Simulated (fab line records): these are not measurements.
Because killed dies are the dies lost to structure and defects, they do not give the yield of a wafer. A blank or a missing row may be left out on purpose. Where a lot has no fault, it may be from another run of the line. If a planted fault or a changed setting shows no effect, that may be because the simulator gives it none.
fab line records | flow sfqLine
[record] lots = 6 wafers = 18 lastDay = 81
route steps=325 shown L0V@17 M0@28 I0@43 M1@58 M8@325
lots that met no fault: from a run of the same line without faults
startH: hours from the record's opening day to when the first of the lot's shown wafers began | waitH: hours since the lot's step before | " same as the row above | L1.1+2: several wafers, shown together as one row | - no value, or no start was given | * or withheld: withheld | < > ~ a bound
route shown NAME@n: a module of which the file shows steps, and the number in the route of the first | usual: average and standard deviation across the fault-free wafers | same: alike in all rows | chamber/n: place in a boat | sites: each site's reading | _std_site: standard deviation across them | _edge_site: mean of outer sites minus mean of inner sites | radiusMm: how far each site lies from the wafer's centre | mask NAME#n: copy n | behind: the most recent tool/chamber to have shaped the wafer | hold: why the lot was held/for how many hours/how that ended | device: the transistor (n, p or np) that didn't switch | end of line: at the end of the route, the tests of the same wafers | step lacking rows: just its recipe | killed: at the first sort, the dies lost to defects and structure; wafer yield is something else | map: a wafer's dies, x killed, . not, _ none there
set.NAME: setting as actually run; set.NAME@STEP: the setting as run at that earlier step | model.NAME: the simulator's own value behind a step, which no gauge read
lots seen at some steps along the route; tables by step, rows by wafer
services: when a tool's chamber went out of use (startH, in hours from the record's first day, below 0 if earlier), for how many hours, and the reason
[[steps]]
[step SFQ_TRILAYER_L0_VIA_LITHO_COAT_018]
[recipe] resist = BARC spinRpm = 3000 resistThkNm = 62
[step SFQ_TRILAYER_L0_VIA_LITHO_COAT_013]
[recipe] resist = KrF spinRpm = 3000 resistThkNm = 650
[step SFQ_TRILAYER_L0_VIA_LITHO_SOFTBAKE_017]
[recipe] tempC = withheld timeS = withheld resist = KrF
[step SFQ_TRILAYER_L0_VIA_LITHO_EXPOSE_014]
[recipe] maskId = L0V na = 0.6 sourceShape = conventional sigmaOuter = 0.65 targetCdNm = 700 doseMj = 21.3
[step SFQ_TRILAYER_L0_VIA_LITHO_PEB_016]
[recipe] pebTempC = 115 pebTimeS = 60 resist = KrF
[step SFQ_TRILAYER_L0_VIA_LITHO_DEVELOP_015]
[recipe] timeS = 60 resist = KrF
[step SFQ_L0V_OVL_MEAS_903]
[usual] L0V_OVL = 2/5.2
// columns lot.wafer tool chamber startH waitH L0V_OVL[nm]
L990.2 overlay-02 - 236.20 0.1 4
L990.4 " - " " 0
L990.6 " - " " 1
L995.2 overlay-02 - 273.60 0.1 2
L995.3 " - " " 9
L995.5 " - " " 6
L996.1 overlay-01 - 279.52 0.1 -5
L996.3 " - " " 2
L996.5 " - " " -6
L997.1 overlay-01 - 285.52 0.1 0
L997.2 " - " " -1
L997.3 " - " " -4
L103.1 overlay-01 - 328.53 0.1 2
L103.2 " - " " 5
L103.4 " - " " -1
L104.1 overlay-01 - 334.91 0.1 4
L104.4 " - " " 2
L104.5 " - " " -4
[step SFQ_TRILAYER_L0_VIA_BARC_OPEN_VIA_ETCH_021]
[recipe] maskMaterial = PR chemistry = O2 targetDepthNm = 125 target = BARC sourceW = 500 biasW = 80 pressureMtorr = 30 timeS = 41.7
[usual] biasW = 79.92/0.24 drypumpMotorCurrentA = 5.7/0.52 oesProductAu = 0.685/0.0045
// columns lot.wafer tool chamber startH waitH biasW drypumpMotorCurrentA oesProductAu rfHoursCounterH
L990.2 rieDiel-01 2 236.23 0.0 80.19 5.5 0.682 46
L990.4 " 3 " " 79.99 4.8 0.686 -
L990.6 " 1 " " 79.93 5.9 0.687 -
L995.2 rieDiel-02 0 273.63 0.0 79.71 5.9 0.690 55
L995.3 " 2 " " 79.71 5.5 0.678 97
L995.5 " 0 " " 79.22 5.9 0.685 -
L996.1 rieDiel-02 2 279.56 0.0 79.63 5.5 0.684 97
L996.3 " 0 " " 79.53 5.9 0.682 55
L996.5 " 1 " " 79.99 6.4 0.691 -
L997.1 rieDiel-01 3 285.56 0.0 79.98 4.8 0.674 10
L997.2 " 0 " " 79.97 4.8 0.693 95
L997.3 " 1 " " 79.84 5.9 0.692 80
L103.1 rieDiel-02 3 328.57 0.0 80.12 5.4 0.689 0
L103.2 " 0 " " 80.09 5.9 0.674 55
L103.4 " 1 " " 79.85 6.4 0.683 24
L104.1 rieDiel-02 1 334.95 0.0 80.20 6.4 0.685 24
L104.4 " 3 " " 79.85 5.4 0.684 1
L104.5 " 0 " " 79.78 5.9 0.685 -
[step SFQ_TRILAYER_L0_VIA_ETCH_VIA_ETCH_016]
[recipe] target = SiO2 stopOn = MoNx_KI maskMaterial = PR chemistry = CHF3 targetDepthNm = 80 sourceW = 500 biasW = 80 pressureMtorr = 30 timeS = withheld
[usual] biasW = 80.00/0.23 drypumpMotorCurrentA = 5.7/0.52 oesProductAu = 0.843/0.0076
// columns lot.wafer tool chamber startH waitH biasW drypumpMotorCurrentA oesProductAu
L990.2 rieDiel-01 2 236.27 0.0 79.91 5.5 0.841
L990.4 " 3 " " 79.95 4.8 0.846
L990.6 " 1 " " 80.18 5.9 0.857
L995.2 rieDiel-02 0 273.67 0.0 80.13 5.9 0.841
L995.3 " 2 " " 79.66 5.5 0.842
L995.5 " 0 " " 80.22 5.9 0.855
L996.1 rieDiel-02 2 279.60 0.0 80.16 5.5 0.837
L996.3 " 0 " " 80.17 5.9 0.853
L996.5 " 1 " " 79.78 6.4 0.840
L997.1 rieDiel-01 3 285.60 0.0 80.38 4.8 0.843
L997.2 " 0 " " 80.31 4.8 0.847
L997.3 " 1 " " 79.90 5.9 0.834
L103.1 rieDiel-02 3 328.61 0.0 80.10 5.4 0.835
L103.2 " 0 " " 80.06 5.9 0.831
L103.4 " 1 " " 80.26 6.4 0.842
L104.1 rieDiel-02 1 334.99 0.0 79.87 6.4 0.855
L104.4 " 3 " " 79.90 5.4 0.850
L104.5 " 0 " " 79.34 5.9 0.857
[step SFQ_TRILAYER_L0_VIA_STRIP_STRIP_017]
[recipe] gas = O2 powerW = 200 platenTempC = 40 overashFraction = 0.65 chemistry = O2 pressureMtorr = 50
[usual] drypumpMotorCurrentA = 6.0/0.38 oesProductAu = 1.002/0.0088 platenTempC = 40.02/0.12
// columns lot.wafer tool chamber startH waitH drypumpMotorCurrentA oesProductAu platenTempC rfHoursCounterH
L990.2 rieMetal-04 0 236.32 - 5.2 0.996 40.07 118
L990.4 " 0 " " 5.2 0.992 40.09 -
L990.6 " 0 " " 5.2 1.003 40.15 -
L995.2 rieMetal-04 0 273.72 - 5.3 0.988 40.04 124
L995.3 " 0 " " 5.2 0.994 40.06 -
L995.5 " 0 " " 5.3 1.000 40.00 -
L996.1 rieMetal-02 1 279.65 - 6.2 1.015 40.27 189
L996.3 " 1 " " 6.2 1.013 40.06 -
L996.5 " 0 " " 6.4 1.003 40.07 -
L997.1 rieMetal-04 0 285.65 - 5.3 0.994 39.92 126
L997.2 " 1 " " 5.8 1.005 39.91 20
L997.3 " 0 " " 5.3 1.000 39.78 -
L103.1 rieMetal-01 0 328.66 - 5.7 0.999 40.04 41
L103.2 " 1 " " 5.8 0.999 40.12 23
L103.4 " 0 " " 5.7 0.999 40.11 -
L104.1 rieMetal-02 1 335.04 - 6.2 1.009 40.10 6
L104.4 " 0 " " 6.4 1.005 39.93 -
L104.5 " 0 " " 6.4 0.998 39.81 -
[step SFQ_TRILAYER_L0_VIA_STRIP_SOLV_CLEAN_018]
[recipe] chemistry = NMP tempC = 70 timeS = 600
[step SFQ_TRILAYER_M0_DEP_PRE_CLEAN_020]
[recipe] gas = Ar timeS = 15 biasV = 250
[step SFQ_TRILAYER_M0_DEP_SPUTTER_019]
[recipe] material = Nb basePressurePa = 1.33e-06 chamberPressurePa = 0.1333 substrateTempC = 20 resputterCathodeVoltageV = 400 targetThkNm = 200 powerW = 2000 timeS = 133.3
[usual] basePressurePa = 1.33e-06/9.1e-08 substrateTempC = 20.00/0.12 throttleValvePct = 30.1/0.65
// columns lot.wafer tool chamber startH waitH basePressurePa substrateTempC throttleValvePct model.Nb_of_TRILAYER_M0_DEP_SPUTTER_019.thkNm
L990.2 pvdSputter-06 - 237.12 0.0 1.25e-06 19.80 30.4 200.9
L990.4 " - " " 1.38e-06 20.12 30.4 202.4
L990.6 " - " " 1.46e-06 20.18 30.5 202
L995.2 pvdSputter-06 - 274.54 0.0 1.22e-06 19.73 30.5 202.1
L995.3 " - " " 1.25e-06 19.89 30.5 201.2
L995.5 " - " " 1.27e-06 19.91 30.3 200.2
L996.1 pvdSputter-06 - 280.45 0.0 1.32e-06 19.95 28.8 200.3
L996.3 " - " " 1.17e-06 19.93 30.6 202.6
L996.5 " - " " 1.33e-06 19.99 30.9 278.9
L997.1 pvdSputter-06 - 286.45 0.0 1.1e-06 20.20 30.6 200.4
L997.2 " - " " 1.16e-06 19.89 30.5 277
L997.3 " - " " 1.27e-06 20.06 29.6 198.1
L103.1 pvdSputter-05 - 329.46 0.0 1.33e-06 19.86 30.0 199.4
L103.2 " - " " 1.36e-06 20.32 30.5 200.4
L103.4 " - " " 1.35e-06 20.13 31.2 198.7
L104.1 pvdSputter-05 - 335.84 0.0 1.51e-06 20.02 31.2 197.5
L104.4 " - " " 1.38e-06 20.05 30.0 198.4
L104.5 " - " " 1.3e-06 20.15 31.2 199
[step SFQ_M0_RS_MEAS_904]
[recipe] thkMeasGauge = four-point-probe reads = Nb_of_TRILAYER_M0_DEP_SPUTTER_019
[usual] M0_NB_RS = 0.889/0.0087
// columns lot.wafer tool chamber startH waitH M0_NB_RS[ohm/sq]
L990.2 filmMetro-02 - 237.23 0.1 0.883
L990.4 " - " " 0.878
L990.6 " - " " 0.879
L995.2 filmMetro-01 - 274.65 0.1 0.880
L995.3 " - " " 0.882
L995.5 " - " " 0.887
L996.1 filmMetro-04 - 280.54 0.0 0.890
L996.3 " - " " 0.877
L996.5 " - " " 0.636
L997.1 filmMetro-04 - 286.54 0.0 0.886
L997.2 " - " " 0.640
L997.3 " - " " 0.898
L103.1 filmMetro-04 - 329.55 0.0 0.892
L103.2 " - " " 0.889
L103.4 " - " " 0.897
L104.1 filmMetro-02 - 335.93 0.0 0.902
L104.4 " - " " 0.897
L104.5 " - " " 0.896
[step SFQ_TRILAYER_M0_LITHO_COAT_026]
[recipe] resist = BARC spinRpm = 3000 resistThkNm = 62
[step SFQ_TRILAYER_M0_LITHO_COAT_021]
[recipe] resist = KrF spinRpm = 3000 resistThkNm = 600
[step SFQ_TRILAYER_M0_LITHO_SOFTBAKE_025]
[recipe] tempC = withheld timeS = withheld resist = KrF
[step SFQ_TRILAYER_M0_LITHO_EXPOSE_022]
[recipe] maskId = M0 na = 0.6 sourceShape = conventional sigmaOuter = 0.65 targetCdNm = 500 doseMj = 14.4
[step SFQ_TRILAYER_M0_LITHO_PEB_024]
[recipe] pebTempC = 115 pebTimeS = 60 resist = KrF
[step SFQ_TRILAYER_M0_LITHO_DEVELOP_023]
[recipe] timeS = 60 resist = KrF
[step SFQ_M0_OVL_MEAS_906]
[usual] M0_OVL = -2/6.7
// columns lot.wafer tool chamber startH waitH M0_OVL[nm]
L990.2 overlay-01 - 342.12 0.1 10
L990.4 " - " " 9
L990.6 " - " " 10
L995.2 overlay-02 - 389.62 0.1 -9
L995.3 " - " " -10
L995.5 " - " " -13
L996.1 overlay-01 - 394.42 0.1 0
L996.3 " - " " -2
L996.5 " - " " -1
L997.1 overlay-02 - 400.42 0.1 -16
L997.2 " - " " -2
L997.3 " - " " -16
L103.1 overlay-01 - 459.00 0.1 5
L103.2 " - " " 3
L103.4 " - " " 6
L104.1 overlay-02 - 467.40 0.1 -20
L104.4 " - " " -4
L104.5 " - " " -17
[step SFQ_TRILAYER_M0_BARC_OPEN_METAL_ETCH_031]
[recipe] maskMaterial = PR chemistry = O2 targetDepthNm = 125 target = BARC icpW = 600 biasW = 80 pressureMtorr = 10 timeS = 41.7
[step SFQ_TRILAYER_M0_ETCH_METAL_ETCH_024]
[recipe] target = Nb stopOn = SiO2 maskMaterial = PR chemistry = Cl2/Ar targetDepthNm = 240 icpW = 600 biasW = 80 pressureMtorr = 10 timeS = 120
[usual] biasW = 80.00/0.25 drypumpMotorCurrentA = 6.0/0.4 oesProductAu = 0.894/0.0069
// columns lot.wafer tool chamber startH waitH biasW drypumpMotorCurrentA oesProductAu rfHoursCounterH
L990.2 rieMetal-03 0 342.21 0.0 80.16 5.7 0.905 23
L990.4 " 0 " " 80.06 5.7 0.902 -
L990.6 " 1 " " 80.08 6.3 0.899 -
L995.2 rieMetal-02 0 389.71 0.0 80.32 6.3 0.894 96
L995.3 " 0 " " 80.31 6.4 0.904 -
L995.5 " 1 " " 79.84 6.2 0.893 -
L996.1 rieMetal-02 0 394.51 0.0 79.90 6.4 0.900 97
L996.3 " 0 " " 79.89 6.4 0.900 -
L996.5 " 0 " " 80.22 6.4 1.007 -
L997.1 rieMetal-04 1 400.51 0.0 79.82 5.9 0.887 38
L997.2 " 0 " " 80.23 5.2 1.005 144
L997.3 " 1 " " 79.80 5.8 0.882 -
L103.1 rieMetal-03 0 459.09 0.0 80.05 5.7 0.902 34
L103.2 " 1 " " 80.13 6.3 0.898 23
L103.4 " 1 " " 79.96 6.3 0.893 -
L104.1 rieMetal-02 1 467.49 0.0 79.55 6.2 0.889 28
L104.4 " 1 " " 79.52 6.2 0.889 -
L104.5 " 0 " " 79.85 6.4 0.889 -
[step SFQ_TRILAYER_M0_STRIP_STRIP_025]
[recipe] gas = O2 powerW = 200 platenTempC = 40 overashFraction = 0.65 chemistry = O2 pressureMtorr = 50
[step SFQ_TRILAYER_M0_STRIP_SOLV_CLEAN_026]
[recipe] chemistry = NMP tempC = 70 timeS = 600
[step SFQ_TRILAYER_I0_DEP_PECVD_027]
[recipe] material = SiO2 tempC = 150 timeS = 111.11 pressureTorr = 2.4 rfW = 183.3 precursor = SiH4/N2O targetThkNm = 500
[step SFQ_TRILAYER_I0_CMP_CMP_028]
[recipe] material = SiO2 downForcePsi = 3 platenRpm = 60 padVelocityMS = 0.94248
[step SFQ_I0_BOW_MEAS_907]
[recipe] mode = bow
[usual] I0_BOW = 1/7.1
// columns lot.wafer tool chamber startH waitH I0_BOW[um]
L990.2 filmMetro-04 - 351.23 2.5 15
L990.4 " - " " 6
L990.6 " - " " 6
L995.2 filmMetro-02 - 393.71 2.0 10
L995.3 " - " " 0
L995.5 " - " " 0
L996.1 filmMetro-02 - 398.49 1.5 4
L996.3 " - " " 16
L996.5 " - " " -16
L997.1 filmMetro-04 - 404.49 2.5 2
L997.2 " - " " -1
L997.3 " - " " 10
L103.1 filmMetro-03 - 463.07 1.0 13
L103.2 " - " " 6
L103.4 " - " " 2
L104.1 filmMetro-03 - 472.17 1.0 -6
L104.4 " - " " -2
L104.5 " - " " -5
[step SFQ_TRILAYER_I0_METRO_MEASURE_029]
[usual] thkNm = 200.0/1.1
// columns lot.wafer tool chamber startH waitH thkNm
L990.2 filmMetro-04 - 351.53 0.3 200.0
L990.4 " - " " 199.3
L990.6 " - " " 198.2
L995.2 filmMetro-02 - 394.01 0.3 199.1
L995.3 " - " " 199.9
L995.5 " - " " 199.5
L996.1 filmMetro-02 - 398.61 0.1 201.3
L996.3 " - " " 198.9
L996.5 " - " " 200.3
L997.1 filmMetro-04 - 404.61 0.1 198.6
L997.2 " - " " 198.8
L997.3 " - " " 199.9
L103.1 filmMetro-03 - 463.19 0.1 201.1
L103.2 " - " " 202.5
L103.4 " - " " 200.9
L104.1 filmMetro-03 - 472.29 0.1 198.9
L104.4 " - " " 200.8
L104.5 " - " " 201.4
[step SFQ_TRILAYER_I0_VIA_LITHO_COAT_036]
[recipe] resist = BARC spinRpm = 3000 resistThkNm = 62
[step SFQ_TRILAYER_I0_VIA_LITHO_COAT_031]
[recipe] resist = KrF spinRpm = 3000 resistThkNm = 650
[step SFQ_TRILAYER_I0_VIA_LITHO_SOFTBAKE_035]
[recipe] tempC = withheld timeS = withheld resist = KrF
[step SFQ_TRILAYER_I0_VIA_LITHO_EXPOSE_032]
[recipe] maskId = I0 na = 0.6 sourceShape = conventional sigmaOuter = 0.65 targetCdNm = 500 doseMj = 21.3
[step SFQ_TRILAYER_I0_VIA_LITHO_PEB_034]
[recipe] pebTempC = 115 pebTimeS = 60 resist = KrF
[step SFQ_TRILAYER_I0_VIA_LITHO_DEVELOP_033]
[recipe] timeS = 60 resist = KrF
[step SFQ_I0_OVL_MEAS_908]
[usual] I0_OVL = -1/5.2
// columns lot.wafer tool chamber startH waitH I0_OVL[nm]
L990.2 overlay-01 - 490.95 0.1 3
L990.4 " - " " 9
L990.6 " - " " 4
L995.2 overlay-02 - 532.95 0.1 -4
L995.3 " - " " -5
L995.5 " - " " -2
L996.1 overlay-02 - 538.95 0.1 0
L996.3 " - " " -5
L996.5 " - " " 1
L997.1 overlay-02 - 542.55 0.1 10
L997.2 " - " " 3
L997.3 " - " " 6
L103.1 overlay-02 - 603.44 0.1 3
L103.2 " - " " -1
L103.4 " - " " -2
L104.1 overlay-01 - 621.44 0.1 6
L104.4 " - " " 5
L104.5 " - " " 3
[step SFQ_TRILAYER_I0_VIA_BARC_OPEN_VIA_ETCH_046]
[recipe] maskMaterial = PR chemistry = O2 targetDepthNm = 125 target = BARC sourceW = 500 biasW = 80 pressureMtorr = 30 timeS = 41.7
[usual] biasW = 79.98/0.24 drypumpMotorCurrentA = 5.6/0.56 oesProductAu = 0.685/0.0048
// columns lot.wafer tool chamber startH waitH biasW drypumpMotorCurrentA oesProductAu rfHoursCounterH
L990.2 rieDiel-04 2 490.98 0.0 79.76 5.5 0.688 1
L990.4 " 2 " " 80.02 5.5 0.688 -
L990.6 " 0 " " 79.89 6.2 0.679 -
L995.2 rieDiel-03 2 532.98 0.0 79.98 5.7 0.689 71
L995.3 " 0 " " 80.28 5.3 0.679 9
L995.5 " 2 " " 79.86 5.7 0.688 -
L996.1 rieDiel-04 0 538.98 0.0 79.79 6.2 0.677 3
L996.3 " 1 " " 79.60 5.3 0.688 0
L996.5 " 0 " " 79.86 6.2 0.683 -
L997.1 rieDiel-01 3 542.58 0.0 79.68 4.8 0.682 14
L997.2 " 0 " " 79.77 4.8 0.681 0
L997.3 " 2 " " 80.14 5.5 0.675 51
L103.1 rieDiel-04 3 603.48 0.0 79.80 6.4 0.682 56
L103.2 " 0 " " 80.01 6.2 0.692 4
L103.4 " 2 " " 79.99 5.5 0.688 3
L104.1 rieDiel-04 1 621.48 0.0 79.89 5.3 0.686 2
L104.4 " 0 " " 80.10 6.2 0.688 -
L104.5 " 3 " " 79.67 6.4 0.686 -
[step SFQ_TRILAYER_I0_VIA_ETCH_VIA_ETCH_034]
[recipe] target = SiO2 stopOn = Nb maskMaterial = PR taperDeg = 20 chemistry = CHF3 targetDepthNm = 260 sourceW = 500 biasW = 80 pressureMtorr = 30 timeS = withheld
[step SFQ_TRILAYER_I0_VIA_STRIP_STRIP_035]
[recipe] gas = O2 powerW = 200 platenTempC = 40 overashFraction = 0.65 chemistry = O2 pressureMtorr = 50
[step SFQ_TRILAYER_I0_VIA_STRIP_SOLV_CLEAN_036]
[recipe] chemistry = NMP tempC = 70 timeS = 600
[step SFQ_TRILAYER_M1_DEP_PRE_CLEAN_038]
[recipe] gas = Ar timeS = 22.5 biasV = 250
[step SFQ_M8_BOW_MEAS_951]
[recipe] mode = bow
[usual] M8_BOW = 6/12
// columns lot.wafer tool chamber startH waitH M8_BOW[um] model.etest.m0.combLog10Ohm model.etest.m0.ohmSq
L990.2 filmMetro-02 - 1875.88 0.0 13 12 0.8854
L990.4 " - " " 3 12 0.8787
L990.6 " - " " 2 12 0.8803
L995.2 filmMetro-02 - 1904.67 0.0 9 12 0.8799
L995.3 " - " " 0 12 0.884
L995.5 " - " " -2 12 0.8885
L996.1 filmMetro-04 - 1905.85 0.0 -5 12 0.8882
L996.3 " - " " 8 12 0.878
L996.5 " - " " -26 0 0.6377
L997.1 filmMetro-02 - 1909.45 0.0 9 12 0.8873
L997.2 " - " " 5 0 0.6421
L997.3 " - " " 17 12 0.8979
L103.1 filmMetro-03 - 1948.50 0.0 4 12 0.892
L103.2 " - " " -5 12 0.8873
L103.4 " - " " -8 12 0.8952
L104.1 filmMetro-04 - 1952.10 0.0 -6 12 0.9007
L104.4 " - " " 1 12 0.8966
L104.5 " - " " -7 12 0.894
[[services]]
// columns tool chamber startH hours kind
rieDiel-01 3 222.57 7.1 repair
rieDiel-01 0 234.79 7.3 repair
rieDiel-04 - 282.57 1.0 repair
rieDiel-02 - 296.77 14.6 pm
rieDiel-04 0 324.86 7.4 repair
rieDiel-04 3 357.51 5.9 repair
rieMetal-04 - 366.05 0.5 repair
rieDiel-02 1 372.30 4.1 repair
rieDiel-02 - 374.08 0.8 repair
rieDiel-02 - 379.28 0.5 repair
pvdSputter-06 - 410.25 1.7 repair
rieDiel-04 2 425.26 6.3 repair
rieMetal-04 - 426.55 2.8 pm
rieDiel-01 3 440.32 3.9 repair
rieDiel-01 - 446.56 2.8 pm
rieDiel-02 2 451.36 3.2 repair
rieMetal-02 1 452.49 1.7 repair
rieDiel-01 2 461.67 4.5 repair
rieDiel-02 0 464.46 1.4 repair
rieMetal-02 - 478.45 0.3 repair
rieDiel-04 0 480.82 8.1 repair
pvdSputter-06 - 492.07 2.8 repair
rieDiel-01 2 513.54 3.5 repair
rieDiel-01 3 606.13 12.9 repair
[[key]]
[firstSign] step = SFQ_M0_RS_MEAS_904 reading = M0_NB_RS direction = down sigmas = 29 usual = 0.889 struck = 0.638
[effect] step = SFQ_TRILAYER_M0_ETCH_METAL_ETCH_024 reading = oesProductAu direction = up sigmas = 16 usual = 0.894 struck = 1.006
[modelEffect] step = SFQ_TRILAYER_M0_DEP_SPUTTER_019 value = Nb_of_TRILAYER_M0_DEP_SPUTTER_019.thkNm without = 200.8 struck = 277.9
[modelEffect] step = SFQ_M8_BOW_MEAS_951 value = etest.m0.combLog10Ohm without = 12 struck = 0
metAt SFQ_TRILAYER_M0_DEP_SPUTTER_019
struckWafers L996.5,L997.2
onsetBetween 274.54 280.45
[fault] kind = processParameterDrift tool = pvdSputter-06 chamber = - onsetH = 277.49 steps = SFQ_TRILAYER_M0_DEP_SPUTTER_019 channel = timeS offset = * shape = step endH = 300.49 actsIn = * stated = * scope = struckWafersOnly
